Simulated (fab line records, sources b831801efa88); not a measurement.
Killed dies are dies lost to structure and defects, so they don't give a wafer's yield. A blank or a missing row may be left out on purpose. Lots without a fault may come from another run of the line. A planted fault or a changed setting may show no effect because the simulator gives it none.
A struck lot beside a sound one | flow gf180mcu | 30 steps out of a route of 602
Sound: wafers L203.4, L203.5, L203.6. Struck: wafers L197.2, L197.4, L197.5. The cause comes at the end.
At each step with rows: each side's tool, then ch and its chambers, then its first start. Under that, the readings that differ: sound wafers | struck wafers | difference of the means | sigmas: that difference in standard deviations of wafers without a fault.
alike: readings whose means differ by less than 2 such deviations, and words and numbers that are the same on both sides. not compared: withheld readings, readings that some wafer has no value for, bounds like >300 that may hide the same value, and numbers for which the record gives no deviation and whose values overlap.
The two part at a step that has a row with sigmas, a row that says differs or no value, or rows on one side only. Numbers that don't overlap but have no deviation are shown without sigmas and don't part them. A reading that every wafer of one side lacks parts them only if that side has two wafers or more.

GF_HV_LDD_THK_MEAS_57:
  sound on film_metro-04, day 19 17:21; struck on film_metro-04, day 17 01:46
  alike: HV_LDD_CVD_56_THK
GF_HV_LDD_ETCHBACK_58: etches Si3N4 in CH3F/O2, stops on SiO2, time 100 s, target depth 90 nm.
  sound on rie_diel-01 ch 1,2,3, day 19 17:23; struck on rie_diel-01 ch 1,2,3, day 17 01:49
  alike: drypump_motor_current_A, oes_product_au, throttle_valve_pct
  not compared: rf_hours_counter_h
then, 7 steps without rows for these wafers: GF_NSD_DEHYDRATE_00 (time 60 s); GF_NSD_HMDS_01 (prime time 60 s); GF_NSD_COAT_02 (resist thk 1000 nm); GF_NSD_SOFTBAKE_03 (time 60 s); GF_NSD_EXPOSE_04 (exposes mask Nplus, target cd 400 nm); GF_NSD_PEB_05; GF_NSD_DEVELOP_06 (develop time 60 s).
GF_NSD_CD_MEAS_07: target cd 400 nm.
  sound on cd_sem-01, day 20 17:05; struck on cd_sem-02, day 18 01:10
  alike: cd_nm
GF_NSD_OVL_MEAS_08:
  sound on overlay-01, day 20 17:10; struck on overlay-01, day 18 01:16
  reading      | sound       | struck         | difference | sigmas
  NSD_OVL (nm) | 1.9 0.9 2.1 | -1.9 -1.6 -1.3 | -3.2       | -2
then, 1 step without rows for these wafers: GF_NSD_IMPLANT_09.
GF_NSD_IMPLANT_10:
  sound on implanter-04 ch 0, day 20 17:25; struck on implanter-01, day 18 01:28
  no value came back on the struck wafers for beam_energy_keV, beam_on_s (s); on the sound wafers beam_energy_keV reads 39.981 40.000 40.002
GF_NSD_STRIP_11: strips in O2/N2.
  sound on plasma_asher-01 ch 0,1, day 20 17:31; struck on plasma_asher-04 ch 0,1, day 18 01:35
  reading                      | sound             | struck            | difference | sigmas
  heater_power_w (W)           | 375 379 376       | 320 325 311       | -58        | -2
  strip_time_to_endpoint_s (s) | 22.98 22.99 22.98 | 22.45 22.43 22.43 | -0.55      | -14
  alike: drypump_motor_current_A, o2_flow_sccm, oes_product_au
  not compared: rf_hours_counter_h
GF_NSD_TW_MEAS_12:
  sound on film_metro-04, day 20 17:37; struck on film_metro-03, day 18 01:42
  alike: NSD_TW
then, 7 steps without rows for these wafers: GF_PSD_DEHYDRATE_00 (time 60 s); GF_PSD_HMDS_01 (prime time 60 s); GF_PSD_COAT_02 (resist thk 1000 nm); GF_PSD_SOFTBAKE_03 (time 60 s); GF_PSD_EXPOSE_04 (exposes mask Pplus, target cd 400 nm); GF_PSD_PEB_05; GF_PSD_DEVELOP_06 (develop time 60 s).
GF_PSD_CD_MEAS_07: target cd 400 nm.
  sound on cd_sem-01, day 21 17:33; struck on cd_sem-02, day 19 01:44
  alike: cd_nm
GF_PSD_OVL_MEAS_08:
  sound on overlay-02, day 21 17:38; struck on overlay-01, day 19 01:50
  alike: PSD_OVL
then, 1 step without rows for these wafers: GF_PSD_IMPLANT_09.
GF_PSD_STRIP_10: strips in O2/N2.
  sound on plasma_asher-03 ch 0,1, day 21 17:50; struck on plasma_asher-03 ch 0, day 19 02:07
  alike: drypump_motor_current_A, heater_power_w, o2_flow_sccm, oes_product_au, strip_time_to_endpoint_s
  not compared: rf_hours_counter_h
GF_PSD_TW_MEAS_11:
  sound on film_metro-03, day 21 17:56; struck on film_metro-01, day 19 02:13
  alike: PSD_TW
then, 1 step without rows for these wafers: GF_PSD_CLEAN_12 (cleans in SC1/SC2, time 150 s).
GF_PSD_RTA_13: time 20 s.
  sound on rtp_anneal-01 ch 0, day 21 18:03; struck on rtp_anneal-01 ch 0, day 19 02:20
  alike: chamber_o2_ppm, lamp_power_pct, wafer_temp_C_max
GF_PSD_RS_MEAS_14: measures by four-point-probe.
  sound on film_metro-01, day 21 18:09; struck on film_metro-01, day 19 02:26
  reading         | sound             | struck            | difference | sigmas
  NSD_RS (ohm/sq) | 46.03 46.08 46.16 | 53.03 53.08 53.00 | +6.95      | +86

WHERE THEY PART
First at GF_NSD_OVL_MEAS_08; last, within this record, at GF_PSD_RS_MEAS_14.

WHY: what the simulator had put in
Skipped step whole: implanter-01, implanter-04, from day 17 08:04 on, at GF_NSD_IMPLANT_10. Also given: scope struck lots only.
